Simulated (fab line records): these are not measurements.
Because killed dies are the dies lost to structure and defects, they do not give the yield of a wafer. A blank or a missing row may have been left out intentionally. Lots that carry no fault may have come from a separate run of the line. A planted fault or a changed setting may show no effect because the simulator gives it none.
Comparing a struck lot with a sound one | flow sky130 | 14 steps out of a route of 708
Sound: wafers L115.3, L115.4, L115.6. Wafers L114.1, L114.2, L114.4 were the ones struck. The cause is given at the end.
Per side, at each step with rows, come the tool, then ch with its chambers, and then its first start. Under that, the readings that differ: sound wafers | struck wafers | difference of the means | sigmas: that difference in standard deviations of wafers without a fault.
alike: a reading whose means differ by less than 2 such deviations, as well as words and numbers matching on both sides. not compared: withheld readings; readings where some wafer has no value; bounds like >300 that might hide an equal value; numbers whose values overlap and for which the record gives no deviation.
The two part at a step that has a row with sigmas, a row that says differs or no value, or rows on one side only. Numbers that have no deviation but don't overlap get no sigmas and don't part them. Lack of a reading on every wafer of one side parts them only where that side has two or more wafers.

first, 3 steps without rows for these wafers: SKY_PASSIVATION_EXPOSE_08 (exposes mask NSM, target cd 3000 nm); SKY_PASSIVATION_PEB_09; SKY_PASSIVATION_DEVELOP_10 (develop time 60 s).
SKY_PASSIVATION_ETCH_11: etches the open film in CF4/O2, stops on AlCu, target depth 725 nm, time 161.1 s.
  sound on rie-diel-01 ch 0,2, day 47 18:09; struck on rie-diel-01 ch 0,2,3, day 47 13:54
  reading                | sound             | struck            | difference | sigmas
  throttle-valve-pct (%) | 5.956 5.952 5.965 | 5.975 5.978 5.981 | +0.020     | +2
  alike: O2_flow_sccm, bias-w, cf4-flow-sccm, drypump-motor-current-A, oes-product-au
  not compared: rf-hours-counter-h
SKY_PASSIVATION_STRIP_12: strips in O2/N2.
  sound on plasma-asher-02 ch 0,1, day 47 18:17; struck on plasma-asher-04 ch 0,1, day 47 14:01
  reading                      | sound             | struck            | difference | sigmas
  strip-time-to-endpoint-s (s) | 31.72 31.70 31.75 | 31.47 31.51 31.32 | -0.29      | -2
  alike: drypump-motor-current-A, oes-product-au
  not compared: rf-hours-counter-h
then, 7 steps without rows for these wafers: SKY_PAD_OPEN_DEHYDRATE_00 (time 60 s); SKY_PAD_OPEN_HMDS_01 (prime time 60 s); SKY_PAD_OPEN_COAT_02 (resist thk 3000 nm); SKY_PAD_OPEN_SOFTBAKE_03; SKY_PAD_OPEN_EXPOSE_04 (exposes mask PDM, target cd 60000 nm); SKY_PAD_OPEN_PEB_05; SKY_PAD_OPEN_DEVELOP_06 (develop time 60 s).
SKY_PAD_OPEN_ETCH_07: etches the open film in CF4/O2, stops on AlCu, target depth 725 nm, time 161.1 s.
  sound on rie-diel-04 ch 0,3, day 48 12:36; struck on rie-diel-02 ch 0,1,3, day 48 08:52
  no value came back on the struck wafers for any of 6 readings (O2_flow_sccm (sccm), bias-w (W) and others); on the sound wafers O2_flow_sccm (sccm) reads 10.04 9.97 10.00
  not compared: rf-hours-counter-h
SKY_PAD_OPEN_STRIP_08: strips in O2/N2.
  sound on plasma-asher-01 ch 0,1, day 48 12:44; struck on plasma-asher-03 ch 0,1, day 48 08:58
  reading                      | sound             | struck            | difference | sigmas
  drypump-motor-current-A (A)  | 5.5 5.3 5.3       | 6.2 6.2 6.1       | +0.8       | +2
  strip-time-to-endpoint-s (s) | 37.27 37.19 37.14 | 36.93 37.02 36.87 | -0.26      | -3
  alike: oes-product-au
  not compared: rf-hours-counter-h

## WHERE THEY PART
Last at SKY_PAD_OPEN_STRIP_08 as far as this record goes, first at SKY_PASSIVATION_ETCH_11.

WHY: the cause the simulator had injected
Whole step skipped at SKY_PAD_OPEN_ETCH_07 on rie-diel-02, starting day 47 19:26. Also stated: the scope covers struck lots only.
